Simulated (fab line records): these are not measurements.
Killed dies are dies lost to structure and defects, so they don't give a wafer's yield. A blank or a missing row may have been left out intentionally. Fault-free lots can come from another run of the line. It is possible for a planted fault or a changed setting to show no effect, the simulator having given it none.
The tool behind it: which one?	flow gf180mcu	14 lots with 42 wafers sampled at 5 steps, on a route of 602 steps

== WHAT THE GAUGES SHOWED, per wafer ==
GF_NSD_CD_MEAS_07: target cd 400 nm. Usual: cd_nm reads 400.0 nm (standard deviation 2.4).
lot	measured	on	cd_nm (nm)	flag
L722	day 14 19:31	cd_sem-02	396.3 398.3 397.8	
L723	day 15 05:20	cd_sem-02	400.9 402.6 401.9	
L724	day 15 10:32	cd_sem-02	396.9 394.7 394.3	
L725	day 15 20:12	cd_sem-01	396.8 396.7 395.9	
L726	day 16 03:35	cd_sem-02	399.5 397.4 399.1	
L727	day 16 10:16	cd_sem-02	403.6 402.1 401.5	
L729	day 17 04:11	cd_sem-01	404.0 402.6 403.4	
L730	day 17 16:20	cd_sem-02	404.1 404.1 401.9	
L731	day 18 02:50	cd_sem-02	402.0 402.2 400.9	
L732	day 18 09:58	cd_sem-01	398.4 399.5 397.3	
L733	day 18 16:13	cd_sem-01	401.8 401.5 400.0	
L734	day 19 02:52	cd_sem-02	400.4 399.9 400.6	
L736	day 19 22:29	cd_sem-02	401.8 401.8 401.9	
L741	day 21 13:04	cd_sem-02	399.1 398.0 397.4	

GF_SALICIDE_RS_MEAS_04: the measuring method here is four-point-probe. Usual: SALICIDE_TIN_RS gives 16.3 ohm/sq (standard deviation 0.42).
lot	measured	on	SALICIDE_TIN_RS (ohm/sq)	flag
L722	day 16 16:39	film_metro-02	15.7 15.6 15.7	
L723	day 17 03:01	film_metro-02	16.0 15.9 16.2	
L724	day 17 07:56	film_metro-03	16.5 16.0 17.0	
L725	day 17 19:35	film_metro-01	16.6 16.7 16.2	
L726	day 18 02:32	film_metro-03	15.7 15.7 16.1	
L727	day 18 11:10	film_metro-03	16.1 15.7 16.8	
L729	day 19 04:54	film_metro-01	15.9 16.0 16.2	
L730	day 19 17:19	film_metro-03	16.3 16.2 17.2	
L731	day 20 05:17	film_metro-01	16.2 16.1 16.3	
L732	day 20 12:47	film_metro-03	16.3 15.8 16.9	
L733	day 20 18:27	film_metro-01	20.2 21.7 20.4	OFF
L734	day 21 04:58	film_metro-03	16.9 16.9 16.6	
L736	day 22 00:34	film_metro-03	17.2 16.7 17.1	
L741	day 23 14:47	film_metro-01	20.1 20.8 20.7	OFF

GF_CONTACT_BOW_MEAS_05. Usual: CONTACT_BOW gives 67 um (standard deviation 6.8).
lot	measured	on	CONTACT_BOW (um)	flag
L722	day 16 17:46	film_metro-04	73 58 61	
L723	day 17 04:01	film_metro-04	52 73 72	
L724	day 17 08:56	film_metro-01	71 71 71	
L725	day 17 20:35	film_metro-01	59 65 67	
L726	day 18 03:34	film_metro-01	72 71 75	
L727	day 18 12:12	film_metro-04	65 72 68	
L729	day 19 05:55	film_metro-02	60 77 57	
L730	day 19 18:20	film_metro-02	74 78 54	
L731	day 20 06:17	film_metro-02	52 64 69	
L732	day 20 13:47	film_metro-04	58 61 54	
L733	day 20 19:27	film_metro-04	57 54 57	
L734	day 21 05:58	film_metro-02	65 57 74	
L736	day 22 01:34	film_metro-01	56 67 63	
L741	day 23 15:47	film_metro-01	63 70 65	

== WHICH TOOL RAN EACH LOT (tool, then ch and the chambers of the sampled wafers, then the start) ==
lot	GF_SALICIDE_SPUTTER_02	GF_SALICIDE_SPUTTER_03
L722	pvd_sputter-02, day 16 16:35	pvd_sputter-02, day 16 16:37
L723	pvd_sputter-04, day 17 02:57	pvd_sputter-04, day 17 02:59
L724	pvd_sputter-04, day 17 07:53	pvd_sputter-04, day 17 07:55
L725	pvd_sputter-03, day 17 19:32	pvd_sputter-03, day 17 19:34
L726	pvd_sputter-02, day 18 02:29	pvd_sputter-02, day 18 02:31
L727	pvd_sputter-04, day 18 11:05	pvd_sputter-04, day 18 11:07
L729	pvd_sputter-02, day 19 04:51	pvd_sputter-02, day 19 04:52
L730	pvd_sputter-04, day 19 17:16	pvd_sputter-04, day 19 17:18
L731	pvd_sputter-02, day 20 05:14	pvd_sputter-02, day 20 05:16
L732	pvd_sputter-04, day 20 12:43	pvd_sputter-04, day 20 12:44
L733	pvd_sputter-04, day 20 18:20	pvd_sputter-04, day 20 18:22
L734	pvd_sputter-03, day 21 04:53	pvd_sputter-03, day 21 04:55
L736	pvd_sputter-03, day 22 00:28	pvd_sputter-03, day 22 00:30
L741	pvd_sputter-04, day 23 14:44	pvd_sputter-04, day 23 14:46
- GF_SALICIDE_SPUTTER_02: material Co, target thk 10 nm, time 20 s.
- GF_SALICIDE_SPUTTER_03: material TiN, target thk 20 nm, time 16.7 s.

== AS READ BY THE TOOLS THEMSELVES (means over the sampled wafers that have a number; for cases with no such wafer, the mark the record gives instead) ==
GF_SALICIDE_SPUTTER_02. Usual: throttle_valve_pct reads 29.8 % (standard deviation 0.71).
lot	tool	throttle_valve_pct (%)	flag
L722	pvd_sputter-02	30.7	
L723	pvd_sputter-04	29.3	
L724	pvd_sputter-04	29.8	
L725	pvd_sputter-03	29.6	
L726	pvd_sputter-02	30.2	
L727	pvd_sputter-04	29.8	
L729	pvd_sputter-02	29.6	
L730	pvd_sputter-04	29.9	
L731	pvd_sputter-02	30.6	
L732	pvd_sputter-04	29.7	
L733	pvd_sputter-04	29.6	
L734	pvd_sputter-03	29.7	
L736	pvd_sputter-03	29.4	
L741	pvd_sputter-04	29.4	

GF_SALICIDE_SPUTTER_03. Usual: throttle_valve_pct reads 29.9 % (standard deviation 0.68).
lot	tool	throttle_valve_pct (%)	flag
L722	pvd_sputter-02	30.7	
L723	pvd_sputter-04	29.4	
L724	pvd_sputter-04	29.9	
L725	pvd_sputter-03	29.7	
L726	pvd_sputter-02	30.2	
L727	pvd_sputter-04	29.9	
L729	pvd_sputter-02	29.6	
L730	pvd_sputter-04	29.8	
L731	pvd_sputter-02	30.8	
L732	pvd_sputter-04	29.8	
L733	pvd_sputter-04	29.7	
L734	pvd_sputter-03	29.5	
L736	pvd_sputter-03	29.4	
L741	pvd_sputter-04	29.5	

== THE ANSWER, worked out from the rows above alone ==
Rule: take the mean of a lot's wafers that have a number; if it is more than 3 standard deviations from the usual mean, the lot is off. Also off: a lot with no number at a reading for which 4 or more lots have one. Where the step has rows for the other lots, those lots are counted as sound. Order of review: gauges by route order, followed by the tools' own readings, for which a lot's mean as printed above is used. The first step at which some lot is off is used, and at that step the reading that is off furthest; a lot without a number counts as furthest.
Off: L733, L741, seen at GF_SALICIDE_RS_MEAS_04 (SALICIDE_TIN_RS).
A tool fits if, at a process step before that reading, it ran every lot that is off, and no sound lot after the first of them. The gauges at GF_SALICIDE_RS_MEAS_04 are tried like those tools. 2 tools fit, pvd_sputter-04 at GF_SALICIDE_SPUTTER_02 and GF_SALICIDE_SPUTTER_03 and film_metro-01 at GF_SALICIDE_RS_MEAS_04, so this cannot tell which one it is.

== WHAT THE SIMULATOR HAD INSERTED ==
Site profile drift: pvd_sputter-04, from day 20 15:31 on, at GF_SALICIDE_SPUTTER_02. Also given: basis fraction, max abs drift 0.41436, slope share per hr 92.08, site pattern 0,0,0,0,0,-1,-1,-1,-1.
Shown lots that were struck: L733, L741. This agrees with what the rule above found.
